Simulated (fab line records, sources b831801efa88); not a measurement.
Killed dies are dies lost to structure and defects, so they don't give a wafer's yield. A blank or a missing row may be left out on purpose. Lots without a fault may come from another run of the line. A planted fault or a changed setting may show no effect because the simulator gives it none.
Which tool did it? | flow gf180mcu | 12 lots, 36 wafers sampled, at 1 step of a route of 602

WHAT THE GAUGES READ, wafer by wafer
GF_HV_LDD_OVL_MEAS_47.
lot  | measured     | on         | HV_LDD_03_OVL (nm)
L075 | day 12 18:02 | overlay-02 | -0.4 0.9 -0.4
L077 | day 13 06:52 | overlay-02 | 0.3 -0.6 0.4
L079 | day 14 05:05 | overlay-01 | 2.0 2.2 2.5
L081 | day 14 14:56 | overlay-01 | 1.6 3.4 2.4
L083 | day 15 03:47 | overlay-01 | 1.1 2.9 2.1
L085 | day 16 01:15 | overlay-02 | 0.5 -0.5 0.2
L087 | day 16 22:14 | overlay-01 | 0.4 1.2 0.0
L089 | day 17 06:11 | overlay-01 | 0.9 0.4 0.4
L091 | day 18 18:38 | overlay-01 | 2.1 2.6 3.0
L093 | day 19 02:23 | overlay-02 | 1.7 2.1 0.2
L095 | day 19 05:56 | overlay-02 | -2.4 -2.1 -2.7
L097 | day 20 12:52 | overlay-01 | -0.7 0.3 1.1

WHICH TOOL RAN EACH LOT (tool, then ch and the chambers of the sampled wafers, then the start)
The record holds no process step before these readings.

THE ANSWER, worked out from the rows above alone
Rule: what is usual is taken from the lots themselves. Put in order of their means at a reading, lots are off if they are a third of the lots or fewer, leave a main group of 4 or more, and stand apart from it by a gap of 3 or more times the standard deviation of the main group's means; of several such gaps the widest counts. A main group whose means are all the same, to the digits that the tables above print for the reading, isn't used. A lot without any number at a reading at which 4 lots or more have one is off too. The other lots that the step has rows for count as sound.
No lot is off at any reading shown: from this, nothing can be told.

WHAT THE SIMULATOR HAD PUT IN
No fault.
